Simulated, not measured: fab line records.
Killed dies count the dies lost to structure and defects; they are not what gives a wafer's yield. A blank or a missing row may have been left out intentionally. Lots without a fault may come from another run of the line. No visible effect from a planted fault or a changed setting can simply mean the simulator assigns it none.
Problem report in the 8D (eight disciplines) form, filled by code | flow sky130 | the parts of the form that need people (team, actions taken, sign-off) are left out

## 1. WHAT WENT WRONG
LDD_P_TW at SKY_LDD_P_TW_MEAS_11 reads a mean of 30 on 3 wafers of 1 lot; wafers without a fault read 637 with a standard deviation of 7.3. Relative to the usual mean, that is a shift of -83 standard deviations.
First observed at day 20 11:26: wafer L577.2, on filmMetro-02. The record holds 39 wafers of 13 lots with a number at this step. By rule, "out" or "out of limits" means more than 4 standard deviations away from the usual mean. The rest of the wafers with a number are treated as sound.

## 2. WHAT IT IS; WHAT IT IS NOT
question                    | is                     | is not
which readings at this step | LDD_P_TW               | -
which lots                  | L577                   | L574, L576, L578, L580, L586, L587, L589, L590, L591, L593, L596, L597
which wafers of those lots  | all that have a number | -
read on which gauges        | filmMetro-02           | filmMetro-01, filmMetro-03
when                        | from day 20 11:26      | up to then (6 sound wafers); but 30 sound wafers of L578, L580, L586, L587, L589, L590, L591, L593, L596, L597 came after

## 3. SUSPECTS, AND WHAT RULES EACH OUT
Counting: a tool at any process step up to the reading remains a suspect when it ran all the lots that are out and ran no sound lot after the first of those.
- the gauge at SKY_LDD_P_TW_MEAS_11 is ruled out. All the wafers that are out were read on filmMetro-02, but those of them that SKY_LDD_N_STRIP_16 has rows for are out there too, on other tools.
- plasmaAsher-03 at SKY_LDD_N_STRIP_16 (strips in O2/N2): ruled out as a lasting fault. Sound lots L587, L589, L590, L593, L597 ran on it after its first lot that is out, L577 (day 19 06:17).
- plasmaAsher-03 at SKY_LDD_P_STRIP_10 (strips in O2/N2): ruled out as a lasting fault. Sound lots L580, L590, L593, L596, L597 ran on it after its first lot that is out, L577 (day 20 11:19).
Left after counting: nothing in the record.

## 4. THE CAUSE (what the simulator had put in)
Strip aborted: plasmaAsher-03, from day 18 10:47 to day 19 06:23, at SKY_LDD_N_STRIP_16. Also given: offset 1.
The count ruled it out by mistake, since the rule takes a fault to strike every lot its tool runs from the start of the fault on, and this one did not do so.

## 5. THE CHAIN OF EFFECTS, in route order
Rows list readings where the struck wafers' mean (over those with a number) sits beyond 3 standard deviations from the usual. Scope: only readings with a usual standard deviation given in the record; hours: median across lots of the time from each lot's start at the first step in this table that gives one to its start at this step; sigmas: change in usual standard deviations.
hours | step                 | reading              | usual        | on struck wafers | change | sigmas
0     | SKY_LDD_N_STRIP_16   | chamberPressureMTorr | 1500.0 mTorr | 1507.4           | +7.4   | +5.3
0     | SKY_LDD_N_STRIP_16   | oesProductAu         | 0.407 a.u.   | 0.654            | +0.247 | +54
29    | SKY_LDD_P_STRIP_10   | stripTimeToEndpointS | 14.17 s      | 17.80            | +3.63  | +82
29    | SKY_LDD_P_TW_MEAS_11 | LDD_P_TW             | 637          | 30               | -607   | -83
The process steps in it:
- SKY_LDD_N_STRIP_16: strips in O2/N2.
- SKY_LDD_P_STRIP_10: strips in O2/N2.
Readings that are blank on the struck wafers while sound wafers have them: stripTimeToEndpointS at SKY_LDD_N_STRIP_16.

## 6. WHAT WOULD HAVE CAUGHT IT SOONER
49 hours passed between the start of the fault at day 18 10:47 and the first reading out of limits at a measuring or inspecting step in this record, taken at day 20 11:26.
At SKY_LDD_N_STRIP_16, the tool's own readings (oesProductAu) were out on each struck wafer the step has a row for, so an alarm limit on them would have fired on the first such wafer.
